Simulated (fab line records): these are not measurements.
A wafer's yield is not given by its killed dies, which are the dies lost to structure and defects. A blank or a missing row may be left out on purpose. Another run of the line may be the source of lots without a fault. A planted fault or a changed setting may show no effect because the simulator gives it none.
Matching of chambers -- flow gf180mcu -- 4 sister chambers for GF_V1_CMP_26 on cmp-02
The step polishes, stops on SiO2, t overpolish 15 s, target thk 0 nm. 16 wafers are shown with their chamber, then 8 later ones without.

== WAFERS WITH THEIR CHAMBER ==
wafer,chamber,motor current A (A),time to endpoint s (s),overpolish run s (s)
L397.1,0,11.2,79,14.997
L397.2,1,11.2,77,15.002
L397.3,3,10.6,83,15.000
L402.1,3,10.6,82,14.978
L402.3,0,11.1,82,15.007
L402.6,0,11.1,82,14.997
L404.2,1,11.0,81,14.994
L404.3,3,10.6,80,15.003
L404.6,1,11.7,82,15.000
L407.2,3,10.7,82,14.997
L407.3,2,10.5,83,15.001
L407.5,1,12.0,83,14.991
L408.1,3,11.1,85,15.010
L408.2,0,11.7,81,15.000
L408.5,0,10.7,81,15.015
L413.1,1,12.0,87,15.002

SIGNATURES (averages over the wafers above)
reading,chamber 0,chamber 1,chamber 2,chamber 3,scatter within a chamber
motor current A,11.160,11.580,10.500,10.720,0.359
time to endpoint s,81.00,82.00,83.00,82.40,2.44
overpolish run s,15.00320,14.99780,15.00100,14.99760,0.00873
Rule: for each reading, subtract the chamber's mean from the wafer's reading, divide by that reading's scatter and square the result; add these up over the readings and take the root, which gives the wafer's distance from the chamber. If the next closest chamber is less than 2 further off than the closest, the wafer can't be placed; otherwise it belongs to the closest. The scatter: the root of (the sum of the squares of (reading less its chamber's mean) over the shown wafers, divided by (wafers less chambers)).

== WAFERS WITHOUT THEIR CHAMBER ==
wafer,motor current A (A),time to endpoint s (s),overpolish run s (s)
L413.3,10.7,87,14.987
L413.4,10.3,84,14.998
L418.1,10.8,81,15.001
L418.2,11.5,84,14.995
L418.3,11.1,82,14.985
L420.2,10.2,81,15.002
L420.4,10.7,83,14.986
L420.5,11.1,82,14.995

== EACH ONE'S CHAMBER ==
wafer,from the rows above,in truth
L413.3,can't be placed: 3 or 2 or 0 or 1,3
L413.4,can't be placed: 2 or 3 or 0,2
L418.1,can't be placed: 3 or 0 or 2 or 1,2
L418.2,can't be placed: 1 or 0 or 3 or 2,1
L418.3,can't be placed: 3 or 1 or 0 or 2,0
L420.2,can't be placed: 2 or 3 or 0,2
L420.4,can't be placed: 3 or 2 or 0 or 1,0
L420.5,can't be placed: 0 or 3 or 1 or 2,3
Correct placement for 0 of the 8. These rows do not allow placing 8 (true chamber among the candidates in 8). Wrongly placed: 0.
